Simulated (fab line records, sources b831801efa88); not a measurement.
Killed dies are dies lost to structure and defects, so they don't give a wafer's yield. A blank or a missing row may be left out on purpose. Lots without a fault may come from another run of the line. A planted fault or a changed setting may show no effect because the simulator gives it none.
fab line records | flow sky130
record lots=6 wafers=18 last_day=50
route steps=708 shown SD_N@350 SD_P@359 RES_XHIGH@360 SALICIDE@361 LI_CONTACT@362 PAD_OPEN@708
lots that met no fault: from a run of the same line without faults
start_h: hours from the record's first day to the start of the lot's first wafer shown | wait_h: hours since the lot's step before | " the same as in the row above | L1.1+2: a row that stands for several wafers | - no value, or no start given | * or withheld: withheld | < > ~ a bound
route shown NAME@n: a module of which the file shows steps, and the number in the route of the first | usual: mean/standard deviation of fault-free wafers | same: alike in all rows | chamber/n: place in a boat | sites: the reading at each site | _std_site: their standard deviation | _edge_site: outer sites' mean less inner sites' | radius_mm: how far each site lies from the wafer's centre | mask NAME#n: copy n | behind: the tool/chamber that last shaped the wafer | hold: why the lot was held/for how many hours/how that ended | device: the transistor (n, p or np) that didn't switch | end of line: the same wafers' tests at the end of the route | a step without rows: its recipe alone | killed: dies lost to structure and defects at the first sort, not the wafer's yield | map: a wafer's dies, x killed, . not, _ none there
set.NAME: the setting as run; set.NAME@STEP: as run at that earlier step | model.NAME: the simulator's own value behind a step, which no gauge read
lots at some steps of the route; a table a step, a row a wafer
services: from which hour (start_h, from the record's first day; less than 0 if before it) a tool's chamber was out of use, for how many hours, and why
## steps
# step SKY_SD_N_OVL_MEAS_08
# usual SD_N_OVL=0.1/1.3
# columns lot.wafer tool chamber start_h wait_h SD_N_OVL[nm]
L333.2 overlay-02 - 677.77 0.1 0.4
L333.4 " - " " 2.9
L333.6 " - " " -0.1
L334.1 overlay-01 - 684.91 0.1 1.6
L334.5 " - " " 0.3
L334.6 " - " " 1.6
L346.2 overlay-01 - 780.77 0.1 -1.1
L346.4 " - " " -1.6
L346.5 " - " " -0.8
L348.3 overlay-02 - 795.18 0.1 2.9
L348.4 " - " " 2.2
L348.6 " - " " 0.8
L349.1 overlay-01 - 805.46 0.1 -0.4
L349.2 " - " " -0.5
L349.4 " - " " 1.1
L350.2 overlay-01 - 814.61 0.1 -1.7
L350.4 " - " " 0.5
L350.5 " - " " -0.9
# step SKY_SD_N_IMPLANT_09
# recipe species=As energy_kev=50 dose_cm2=4e+15 tilt_deg=0
# step SKY_SD_N_IMPLANT_10
# recipe species=P energy_kev=20 dose_cm2=1e+14 tilt_deg=0
# step SKY_SD_N_STRIP_11
# recipe chemistry=O2/N2 power_w=1400 pressure_mtorr=1500 platen_temp_c=withheld o2_flow_sccm=3000 n2_flow_sccm=300 overash_fraction=0.5
# usual drypump_motor_current_A=6.0/0.53 oes_product_au=0.527/0.0044 strip_time_to_endpoint_s=22.55/0.05
# columns lot.wafer tool chamber start_h wait_h drypump_motor_current_A oes_product_au rf_hours_counter_h strip_time_to_endpoint_s
L333.2 plasma_asher-01 0 678.10 0.1 4.9 0.529 26 22.54
L333.4 " 1 " " 6.3 0.527 - 22.56
L333.6 " 1 " " 6.3 0.532 - 22.53
L334.1 plasma_asher-03 0 685.25 0.1 6.3 0.524 96 22.62
L334.5 " 0 " " 6.3 0.530 - 22.63
L334.6 " 1 " " 5.7 0.522 - 22.64
L346.2 plasma_asher-01 1 781.10 0.1 6.3 0.526 33 22.54
L346.4 " 0 " " 4.9 0.527 - 22.51
L346.5 " 0 " " 4.9 0.524 - 22.56
L348.3 plasma_asher-03 1 795.54 0.1 5.7 0.528 - 22.54
L348.4 " 0 " " 6.3 0.524 - 22.48
L348.6 " 0 " " 6.3 0.526 - 22.53
L349.1 plasma_asher-03 0 805.79 0.1 6.3 0.529 7 22.53
L349.2 " 1 " " 5.7 0.524 7 22.55
L349.4 " 0 " " 6.3 0.525 - 22.51
L350.2 plasma_asher-04 0 818.68 0.1 6.7 0.522 101 22.64
L350.4 " 0 " " 6.7 0.529 - 22.61
L350.5 " 0 " " 6.6 0.524 - 22.60
# step SKY_SD_N_TW_MEAS_12
# usual SD_N_TW=3982/54
# columns lot.wafer tool chamber start_h wait_h SD_N_TW
L333.2 film_metro-03 - 678.21 0.1 4030
L333.4 " - " " 4012
L333.6 " - " " 4016
L334.1 film_metro-01 - 685.35 0.1 3930
L334.5 " - " " 3919
L334.6 " - " " 3929
L346.2 film_metro-01 - 781.21 0.1 3911
L346.4 " - " " 3945
L346.5 " - " " 3937
L348.3 film_metro-01 - 795.62 0.1 3921
L348.4 " - " " 3881
L348.6 " - " " 3910
L349.1 film_metro-01 - 805.89 0.1 3931
L349.2 " - " " 3941
L349.4 " - " " 3973
L350.2 film_metro-04 - 818.79 0.1 4043
L350.4 " - " " 4045
L350.5 " - " " 4056
# step SKY_SD_N_CLEAN_13
# recipe chemistry=SC1/SC2 mix=1:4:20 temp_c=70 time_s=150 dry=n2_spin
# step SKY_SD_N_RTA_14
# recipe temp_c=1075 time_s=2 idle_temp_c=650 ramp_up_c_per_s=150 ramp_down_c_per_s=90 ambient=N2
# usual lamp_power_pct=15.73/0.055 wafer_temp_C_max=1078.1/1.2
# same time_s=2
# columns lot.wafer tool chamber start_h wait_h lamp_power_pct wafer_temp_C_max
L333.2 rtp_anneal-02 0 678.32 0.0 15.71 1078.7
L333.4 " 0 " " 15.74 1077.0
L333.6 " 0 " " 15.75 1078.1
L334.1 rtp_anneal-02 0 685.47 0.0 15.65 1078.0
L334.5 " 0 " " 15.88 1079.0
L334.6 " 0 " " 15.70 1075.9
L346.2 rtp_anneal-02 0 781.34 0.0 15.80 1076.2
L346.4 " 0 " " 15.74 1075.4
L346.5 " 0 " " 15.73 1078.8
L348.3 rtp_anneal-02 0 795.73 0.0 15.69 1075.9
L348.4 " 0 " " 15.64 1076.7
L348.6 " 0 " " 15.73 1079.7
L349.1 rtp_anneal-01 0 806.06 0.0 15.81 1076.8
L349.2 " 0 " " 15.62 1077.5
L349.4 " 0 " " 15.79 1076.1
L350.2 rtp_anneal-02 0 818.91 0.0 15.85 1076.7
L350.4 " 0 " " 15.64 1077.1
L350.5 " 0 " " 15.80 1078.1
# step SKY_SD_N_RS_MEAS_16
# recipe thk_meas_gauge=four-point-probe
# usual SD_N_RS=68.58/0.13
# columns lot.wafer tool chamber start_h wait_h SD_N_RS[ohm/sq]
L333.2 film_metro-04 - 678.50 0.1 68.55
L333.4 " - " " 68.58
L333.6 " - " " 68.45
L334.1 film_metro-04 - 685.64 0.1 68.74
L334.5 " - " " 68.76
L334.6 " - " " 68.82
L346.2 film_metro-04 - 781.52 0.1 68.42
L346.4 " - " " 68.29
L346.5 " - " " 68.31
L348.3 film_metro-04 - 795.93 0.1 68.39
L348.4 " - " " 68.47
L348.6 " - " " 68.33
L349.1 film_metro-04 - 806.24 0.1 68.55
L349.2 " - " " 68.57
L349.4 " - " " 68.65
L350.2 film_metro-04 - 819.14 0.1 68.57
L350.4 " - " " 68.56
L350.5 " - " " 68.58
# step SKY_SD_N_RS_MEAS_17
# recipe thk_meas_gauge=four-point-probe
# usual SD_P_RS=147.2/0.42
# columns lot.wafer tool chamber start_h wait_h SD_P_RS[ohm/sq]
L333.2 film_metro-04 - 678.62 0.1 147.0
L333.4 " - " " 146.8
L333.6 " - " " 146.9
L334.1 film_metro-04 - 685.76 0.1 148.0
L334.5 " - " " 148.0
L334.6 " - " " 147.6
L346.2 film_metro-04 - 781.64 0.1 146.3
L346.4 " - " " 146.8
L346.5 " - " " 146.8
L348.3 film_metro-04 - 796.05 0.1 146.5
L348.4 " - " " 146.6
L348.6 " - " " 146.7
L349.1 film_metro-04 - 806.36 0.1 147.2
L349.2 " - " " 147.1
L349.4 " - " " 147.5
L350.2 film_metro-04 - 819.26 0.1 147.3
L350.4 " - " " 147.1
L350.5 " - " " 146.9
# step SKY_SD_N_RS_MEAS_18
# recipe thk_meas_gauge=four-point-probe
# usual RES_XHIGH_RS=333.7/1.2
# columns lot.wafer tool chamber start_h wait_h RES_XHIGH_RS[ohm/sq]
L333.2 film_metro-04 - 678.74 0.1 334.0
L333.4 " - " " 333.4
L333.6 " - " " 333.8
L334.1 film_metro-04 - 685.88 0.1 334.0
L334.5 " - " " 334.0
L334.6 " - " " 333.2
L346.2 film_metro-04 - 781.76 0.1 333.3
L346.4 " - " " 333.5
L346.5 " - " " 332.2
L348.3 film_metro-04 - 796.17 0.1 332.8
L348.4 " - " " 334.2
L348.6 " - " " 333.8
L349.1 film_metro-04 - 806.48 0.1 331.8
L349.2 " - " " 333.9
L349.4 " - " " 333.3
L350.2 film_metro-04 - 819.38 0.1 334.1
L350.4 " - " " 333.1
L350.5 " - " " 333.0
# step SKY_SALICIDE_CLEAN_00
# recipe chemistry=HF-last time_s=30 dilution=100:1 dry=ipa_marangoni
# step SKY_LI_CONTACT_HDPCVD_00
# recipe material=PSG target_thk_nm=930 sigma_open_frac=0.3 time_s=155 temp_c=600 sih4_flow_sccm=60 pressure_mtorr=6
# columns lot.wafer tool chamber start_h wait_h model.PSG_of_LI_CONTACT_HDPCVD_00.thk_nm
L333.2 hdpcvd-02 1 678.86 0.0 938.7
L333.4 " 0 " " 925.1
L333.6 " 2 " " 926.7
L334.1 hdpcvd-02 1 686.02 0.0 948.1
L334.5 " 1 " " 947.8
L334.6 " 0 " " 919.7
L346.2 hdpcvd-02 0 781.88 0.0 1200
L346.4 " 0 " " 1195
L346.5 " 2 " " 1203
L348.3+4+6 hdpcvd-02 0,1,0 796.26 0.0 1206
L349.1 hdpcvd-01 0 806.61 0.0 960
L349.2 " 2 " " 936.8
L349.4 " 1 " " 945.4
L350.2 hdpcvd-01 0 819.49 0.0 943.6
L350.4 " 2 " " 922.5
L350.5 " 0 " " 936
# step SKY_LI_CONTACT_THK_MEAS_01
# recipe reads=PSG_of_LI_CONTACT_HDPCVD_00
# usual LI_CONTACT_HDPCVD_THK=935/10
# columns lot.wafer tool chamber start_h wait_h LI_CONTACT_HDPCVD_THK[nm]
L333.2 film_metro-04 - 678.97 0.1 938
L333.4 " - " " 925
L333.6 " - " " 926
L334.1 film_metro-04 - 686.12 0.1 948
L334.5 " - " " 948
L334.6 " - " " 920
L346.2 film_metro-03 - 781.99 0.1 1202
L346.4 " - " " 1196
L346.5 " - " " 1203
L348.3 film_metro-04 - 796.38 0.1 1205
L348.4 " - " " 1206
L348.6 " - " " 1207
L349.1 film_metro-04 - 806.72 0.1 961
L349.2 " - " " 937
L349.4 " - " " 947
L350.2 film_metro-04 - 819.61 0.1 943
L350.4 " - " " 923
L350.5 " - " " 936
# step SKY_LI_CONTACT_CMP_02
# recipe material=PSG down_force_psi=4 platen_rpm=60 pad_velocity_m_s=0.94248
# usual motor_current_A=11.6/1.1 time_to_endpoint_s=32/3.1
# columns lot.wafer tool chamber start_h wait_h motor_current_A time_to_endpoint_s
L333.2 cmp-02 1 679.07 0.1 9.7 39
L333.4 " 2 " " 11.3 28
L333.6 " 0 " " 12.1 30
L334.1 cmp-02 3 686.18 0.1 14.3 33
L334.5 " 3 " " 13.5 31
L334.6 " 0 " " 12.2 32
L346.2 cmp-02 3 782.04 0.0 13.1 55
L346.4 " 2 " " 10.7 56
L346.5 " 3 " " 12.8 58
L348.3 cmp-02 3 796.42 0.0 13.3 58
L348.4 " 0 " " 11.7 62
L348.6 " 3 " " 13.6 61
L349.1 cmp-01 1 806.78 0.1 12.5 36
L349.4 " 2 " " 12.3 29
L349.2 " 3 " " 11.2 35
L350.4 cmp-01 3 819.71 0.1 10.7 35
L350.2 " 1 " " 11.8 34
L350.5 " 2 " " 12.1 31
# step SKY_LI_CONTACT_BOW_MEAS_03
# recipe mode=bow
# usual LI_CONTACT_BOW=55/6.7
# columns lot.wafer tool chamber start_h wait_h LI_CONTACT_BOW[um]
L333.2 film_metro-01 - 679.34 0.2 46
L333.4 " - " " 46
L333.6 " - " " 54
L334.1 film_metro-04 - 686.48 0.2 65
L334.5 " - " " 51
L334.6 " - " " 59
L346.2 film_metro-04 - 782.36 0.3 68
L346.4 " - " " 57
L346.5 " - " " 63
L348.3 film_metro-01 - 796.76 0.3 63
L348.4 " - " " 43
L348.6 " - " " 57
L349.1 film_metro-03 - 807.08 0.2 42
L349.2 " - " " 54
L349.4 " - " " 47
L350.2 film_metro-01 - 819.98 0.1 44
L350.4 " - " " 50
L350.5 " - " " 44
# step SKY_PAD_OPEN_PROBE_99
# usual killed_at_M0_to_M3=44/7.2 killed_at_M4_up=3.4/2.1 killed_at_contacts=24/5.5 killed_at_front_end=15/4.6 killed_at_other=0.4/0.64 killed_dies=86/9.1 killed_open=47/7.5 killed_short=39/5.8
# same gross_dies=492 killed_at_back_side=0
# columns lot.wafer tool chamber start_h wait_h killed_at_M0_to_M3 killed_at_M4_up killed_at_contacts killed_at_front_end killed_at_other killed_dies killed_open killed_short
L334.1 prober-02 - 1102.16 0.1 40 4 23 14 0 81 43 38
L334.5 prober-02 - 1102.36 0.2 39 8 19 13 0 79 40 39
L334.6 prober-02 - 1102.41 0.2 55 4 23 17 0 99 59 40
L346.2 prober-02 - 1169.90 0.1 36 2 28 22 1 89 44 43
L346.4 prober-02 - 1170.00 0.2 50 3 19 9 0 81 45 36
L346.5 prober-02 - 1170.05 0.2 51 3 26 11 1 92 52 39
# killed by level:class
L334.1 VIA3:geometric_particle:open=9 LI_CONTACT:geometric_particle:open=8 VIA1:geometric_particle:open=8 METAL1:geometric_particle:short=6 FIELD_ISO:geometric_particle:short=5 CONTACT:geometric_particle:short=5 LOCAL_INTERCONNECT:geometric_particle:short=4 POLY_GATE:geometric_particle:open=3
L334.5 VIA1:geometric_particle:open=8 CONTACT:geometric_particle:open=7 VIA3:geometric_particle:open=7 POLY_GATE:geometric_particle:short=6 VIA1:geometric_particle:short=5 METAL4:geometric_particle:short=5 LOCAL_INTERCONNECT:geometric_particle:short=4 CONTACT:geometric_particle:short=4
L334.6 VIA1:geometric_particle:open=14 CONTACT:geometric_particle:open=11 VIA3:geometric_particle:open=10 FIELD_ISO:geometric_particle:open=5 CONTACT:geometric_particle:short=5 VIA1:geometric_particle:short=5 METAL2:geometric_particle:short=5 VIA2:geometric_particle:open=5
L346.2 LI_CONTACT:geometric_particle:open=10 CONTACT:geometric_particle:open=8 FIELD_ISO:geometric_particle:short=7 METAL2:geometric_particle:short=7 CONTACT:geometric_particle:short=6 VIA1:geometric_particle:open=6 VIA3:geometric_particle:open=5 FIELD_ISO:geometric_particle:open=4
L346.4 VIA1:geometric_particle:open=10 METAL1:geometric_particle:short=9 VIA3:geometric_particle:open=9 VIA2:geometric_particle:open=8 LI_CONTACT:geometric_particle:open=7 CONTACT:geometric_particle:open=5 POLY_GATE:geometric_particle:short=4 VIA1:geometric_particle:short=4
L346.5 VIA1:geometric_particle:short=10 LI_CONTACT:geometric_particle:open=9 VIA1:geometric_particle:open=9 VIA2:geometric_particle:open=8 CONTACT:geometric_particle:open=8 VIA3:geometric_particle:open=8 POLY_GATE:geometric_particle:open=4 CONTACT:geometric_particle:short=4
## services
# columns tool chamber start_h hours kind
hdpcvd-02 0 665.75 - clean
hdpcvd-02 1 665.75 - clean
hdpcvd-02 2 665.75 - clean
cmp-02 - 670.11 2.6 repair
rtp_anneal-01 - 701.53 4.7 pm
plasma_asher-01 - 733.22 24.3 repair
plasma_asher-03 - 733.75 9.0 pm
plasma_asher-03 0 733.75 9.0 vent_cycle
plasma_asher-03 1 733.75 9.0 vent_cycle
hdpcvd-02 - 736.89 0.7 repair
plasma_asher-03 0 742.75 - clean
plasma_asher-03 1 742.75 - clean
cmp-02 - 744.00 4.0 pm
cmp-02 - 748.00 - consumable_replace:conditioner
cmp-02 - 748.00 - consumable_replace:pad
cmp-02 - 788.03 1.2 repair
plasma_asher-01 - 803.99 2.8 pm
plasma_asher-01 - 807.48 2.6 repair
## key
first_sign step=SKY_LI_CONTACT_THK_MEAS_01 reading=LI_CONTACT_HDPCVD_THK direction=up sigmas=26 usual=935 struck=1203
effect step=SKY_LI_CONTACT_CMP_02 reading=time_to_endpoint_s direction=up sigmas=8.5 usual=* struck=*
model_effect step=SKY_LI_CONTACT_HDPCVD_00 value=PSG_of_LI_CONTACT_HDPCVD_00.thk_nm without=939.6 struck=1203
met_at SKY_LI_CONTACT_HDPCVD_00
struck_wafers L346.2,L346.4,L346.5,L348.3,L348.4,L348.6
tester_left_out L346,L348
onset_between 686.02 781.88
fault kind=process_parameter_drift tool=hdpcvd-02 chamber=- onset_h=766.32 steps=SKY_LI_CONTACT_HDPCVD_00 channel=target_thk_nm offset=263.13 shape=step end_h=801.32 acts_in=these_recipes_only stated=930
# tester_left_out: of these lots the tester's yield and bins aren't shown, on N5 and GAA mostly nor the transistor test; their killed dies are dies lost to structure and defects alone, not to doping, threshold or leakage, so they don't give the yield
